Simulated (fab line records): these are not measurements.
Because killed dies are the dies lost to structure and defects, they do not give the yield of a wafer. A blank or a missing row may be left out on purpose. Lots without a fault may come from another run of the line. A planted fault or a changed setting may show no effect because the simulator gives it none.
Which tool did it?	flow gf180mcu	route of 602 steps, sampled at 1 step: 6 lots, 17 wafers

## WHAT THE GAUGES SHOWED, per wafer
GF_V2_THK_MEAS_25: measures by xrf.
lot	measured	on	V2_W_THK (nm)
L149	day 20 22:12	film-metro-01	351 348 341
L151	day 21 21:15	film-metro-03	350 367 363
L153	day 22 17:06	film-metro-03	353 352 345
L156	day 23 16:13	film-metro-03	348 358 360
L159	day 24 18:30	film-metro-01	349 346
L171	day 28 03:38	film-metro-01	338 349 338

## TOOL THAT RAN EACH LOT (tool first, then ch and the chambers of the sampled wafers, then the start)
Record: no process step prior to these readings.

## THE ANSWER, worked out from the rows above alone
Rule: what is usual is taken from the lots themselves. The widest of any qualifying gaps counts: lots, ordered by their means at a reading, are off when they make up no more than a third of the lots, leave a main group of 4 or more, and stand apart from it by 3 or more times the standard deviation of that group's means. A main group is skipped when, at the precision printed for the reading in the tables above, its means are all equal. Also off: a lot with no number at a reading for which 4 or more lots have one. The other lots that the step has rows for count as sound.
No lot is off at any reading shown: from this, nothing can be told.

## WHAT THE SIMULATOR HAD INSERTED
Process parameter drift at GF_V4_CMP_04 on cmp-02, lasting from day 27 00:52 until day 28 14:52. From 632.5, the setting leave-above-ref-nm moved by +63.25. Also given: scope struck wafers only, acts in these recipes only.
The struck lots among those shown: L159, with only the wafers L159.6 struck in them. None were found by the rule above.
